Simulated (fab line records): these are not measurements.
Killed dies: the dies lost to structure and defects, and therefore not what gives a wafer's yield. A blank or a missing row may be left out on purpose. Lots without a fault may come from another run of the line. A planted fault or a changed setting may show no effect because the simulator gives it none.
A lot that was struck, set against a sound lot | flow sfq line | 42 out of 325 route steps
Sound: wafers L726.1, L726.2, L726.5. Struck: wafers L730.5, L730.6. The cause is named last.
For every step that has rows: the tool of each side, followed by ch and its chambers, followed by its first start. Under that, the readings that differ: sound wafers | struck wafers | difference of the means | sigmas: that difference in standard deviations of wafers without a fault.
alike: same words and numbers on both sides, and readings whose means sit less than 2 such deviations apart. not compared: any withheld reading, any reading some wafer has no value for, any bound like >300 that may hide the same value, and any number with overlapping values for which the record gives no deviation.
A row with sigmas, a row that says differs or no value, or rows on one side alone: a step with any of these is where the two part. Non-overlapping numbers with no deviation appear without sigmas and do not part them. A reading that every wafer of one side lacks parts them only if that side has two wafers or more.

first, 6 steps without rows for these wafers: SFQ_TRILAYER_M2_LITHO_COAT_062 (resist thk 62 nm); SFQ_TRILAYER_M2_LITHO_COAT_057 (resist thk 600 nm); SFQ_TRILAYER_M2_LITHO_SOFTBAKE_061; SFQ_TRILAYER_M2_LITHO_EXPOSE_058 (exposes mask M2, target cd 500 nm); SFQ_TRILAYER_M2_LITHO_PEB_060 (peb time 60 s); SFQ_TRILAYER_M2_LITHO_DEVELOP_059 (time 60 s).
SFQ_M2_OVL_MEAS_916:
  sound: overlay-02 at day 37 02:37; struck: overlay-02 at day 39 06:22
  alike: M2_OVL
then, 2 steps without rows for these wafers: SFQ_TRILAYER_M2_BARC_OPEN_METAL_ETCH_077 (etches BARC in O2, target depth 125 nm, time 41.7 s); SFQ_TRILAYER_M2_ETCH_METAL_ETCH_060 (etches Nb in Cl2/Ar, stops on SiO2, target depth 240 nm, time 120 s).
SFQ_TRILAYER_M2_STRIP_STRIP_061: strips in O2.
  sound on rie metal-02 ch 1, day 37 03:01; struck on rie metal-03 ch 0,1, day 39 06:57
  alike: drypump motor current A, oes product au, platen temp c
  not compared: rf hours counter h
then, 2 steps without rows for these wafers: SFQ_TRILAYER_M2_STRIP_SOLV_CLEAN_062 (cleans in NMP, time 600 s); SFQ_TRILAYER_I2_DEP_PECVD_063 (deposits SiO2 from SiH4/N2O, time 111.11 s, target thk 500 nm).
SFQ_TRILAYER_I2_CMP_CMP_064: polishes SiO2.
  sound on cmp-02 ch 0,2, day 37 04:28; struck on cmp-02 ch 0,1, day 39 09:25
  reading                                             | sound             | struck      | difference | sigmas
  time to endpoint s (s)                              | 215 213 214       | 256 259     | +44        | +6
  model.SiO2_of_TRILAYER_I2_DEP_PECVD_063.thk nm (nm) | 200.5 198.9 200.7 | 149.2 149.2 | -50.8      |
  alike: motor current A, retaining ring pressure frac
SFQ_I2_BOW_MEAS_917:
  sound: film metro-04 at day 37 07:28; struck: film metro-04 at day 39 10:30
  alike: I2_BOW
SFQ_TRILAYER_I2_METRO_MEASURE_065:
  sound: film metro-04 at day 37 07:35; struck: film metro-04 at day 39 11:20
  reading     | sound             | struck      | difference | sigmas
  thk nm (nm) | 200.5 198.8 200.8 | 149.2 149.3 | -50.8      | -51
then, 6 steps without rows for these wafers: SFQ_TRILAYER_I2_VIA_LITHO_COAT_072 (resist thk 62 nm); SFQ_TRILAYER_I2_VIA_LITHO_COAT_067 (resist thk 650 nm); SFQ_TRILAYER_I2_VIA_LITHO_SOFTBAKE_071; SFQ_TRILAYER_I2_VIA_LITHO_EXPOSE_068 (exposes mask I2, target cd 500 nm); SFQ_TRILAYER_I2_VIA_LITHO_PEB_070 (peb time 60 s); SFQ_TRILAYER_I2_VIA_LITHO_DEVELOP_069 (time 60 s).
-- the record jumps here: 6 days lie between the struck wafers' starts before and after --
SFQ_I2_OVL_MEAS_918:
  sound: overlay-02 at day 43 09:11; struck: overlay-01 at day 45 16:32
  alike: I2_OVL
SFQ_TRILAYER_I2_VIA_BARC_OPEN_VIA_ETCH_096: etches BARC in O2, target depth 125 nm, time 41.7 s.
  sound on rie diel-03 ch 0,2, day 43 09:13; struck on rie diel-02 ch 1,2, day 45 16:34
  reading                     | sound       | struck  | difference | sigmas
  drypump motor current A (A) | 6.5 5.8 6.5 | 5.0 5.0 | -1.3       | -2
  alike: oes product au
  not compared: rf hours counter h
SFQ_TRILAYER_I2_VIA_ETCH_VIA_ETCH_070: etches SiO2 in CHF3, stops on Nb, target depth 260 nm.
  sound on rie diel-03 ch 0,2, day 43 09:16; struck on rie diel-02 ch 1,2, day 45 16:38
  reading                        | sound             | struck      | difference | sigmas
  oes product au (a.u.)          | 0.862 0.845 0.848 | 0.737 0.727 | -0.120     | -25
  model.etch.depth nm (nm)       | 200.5 198.9 200.7 | 149.2 149.2 | -50.8      |
  model.I2.feature depth nm (nm) | 200.5 198.9 200.7 | 149.2 149.2 | -50.8      |
  alike: drypump motor current A
then, 2 steps without rows for these wafers: SFQ_TRILAYER_I2_VIA_STRIP_STRIP_071 (strips in O2); SFQ_TRILAYER_I2_VIA_STRIP_SOLV_CLEAN_072 (cleans in NMP, time 600 s).
SFQ_TRILAYER_M3_DEP_PRE_CLEAN_074: time 22.5 s.
  sound: pvd sputter-06 at day 43 10:45; struck: pvd sputter-04 at day 45 17:40
  reading                                             | sound           | struck      | difference | sigmas
  model.SiO2_of_TRILAYER_I2_DEP_PECVD_063.thk nm (nm) | 193 191.4 193.2 | 141.7 141.7 | -50.8      |
SFQ_TRILAYER_M3_DEP_SPUTTER_073: material Nb, target thk 200 nm, time 133.3 s.
  sound: pvd sputter-06 at day 43 10:47; struck: pvd sputter-04 at day 45 17:44
  alike: resputter cathode voltage v, throttle valve pct
SFQ_M3_RS_MEAS_919: uses a four-point probe to measure.
  sound: film metro-01 at day 43 10:52; struck: film metro-03 at day 45 17:51
  alike: M3_NB_RS
then, 6 steps without rows for these wafers: SFQ_TRILAYER_M3_LITHO_COAT_080 (resist thk 62 nm); SFQ_TRILAYER_M3_LITHO_COAT_075 (resist thk 600 nm); SFQ_TRILAYER_M3_LITHO_SOFTBAKE_079; SFQ_TRILAYER_M3_LITHO_EXPOSE_076 (exposes mask M3, target cd 500 nm); SFQ_TRILAYER_M3_LITHO_PEB_078 (peb time 60 s); SFQ_TRILAYER_M3_LITHO_DEVELOP_077 (time 60 s).
-- the record jumps here: 5 days lie between the struck wafers' starts before and after --
SFQ_M3_OVL_MEAS_921:
  sound: overlay-01 at day 44 00:20; struck: overlay-02 at day 50 22:01
  alike: M3_OVL
SFQ_TRILAYER_M3_BARC_OPEN_METAL_ETCH_100: etches BARC in O2, target depth 125 nm, time 41.7 s.
  sound on rie metal-03 ch 0, day 44 00:22; struck on rie metal-04 ch 0,1, day 50 22:04
  alike: drypump motor current A, oes product au
  not compared: rf hours counter h
then, 3 steps without rows for these wafers: SFQ_TRILAYER_M3_ETCH_METAL_ETCH_078 (etches Nb in Cl2/Ar, stops on SiO2, target depth 240 nm, time 120 s); SFQ_TRILAYER_M3_STRIP_STRIP_079 (strips in O2); SFQ_TRILAYER_M3_STRIP_SOLV_CLEAN_080 (cleans in NMP, time 600 s).
SFQ_TRILAYER_I3_DEP_PECVD_081: deposits SiO2 from SiH4/N2O, time 111.11 s, target thk 500 nm.
  sound on pecvd-02 ch 0,1, day 44 02:07; struck on pecvd-01 ch 1,2, day 50 23:02
  alike: heater power w, susceptor temp C, throttle valve pct
-- the record jumps here: 30 days lie between the struck wafers' starts before and after --
SFQ_M8_BOW_MEAS_951:
  sound: film metro-04 at day 80 13:42; struck: film metro-03 at day 81 05:23
  alike: M8_BOW
  not compared: model.etest.i2.link ohm

## WHERE THEY PART
First at SFQ_TRILAYER_I2_CMP_CMP_064; last, within this record, at SFQ_TRILAYER_I2_VIA_ETCH_VIA_ETCH_070. Later steps at which nothing parts them and some readings are alike: SFQ_TRILAYER_M3_DEP_SPUTTER_073, SFQ_M3_RS_MEAS_919, SFQ_M3_OVL_MEAS_921, SFQ_TRILAYER_M3_BARC_OPEN_METAL_ETCH_100, SFQ_TRILAYER_I3_DEP_PECVD_081, SFQ_M8_BOW_MEAS_951.

WHY: the cause the simulator had injected
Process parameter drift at SFQ_TRILAYER_I2_CMP_CMP_064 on cmp-02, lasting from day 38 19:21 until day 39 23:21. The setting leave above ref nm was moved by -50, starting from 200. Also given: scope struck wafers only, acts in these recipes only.
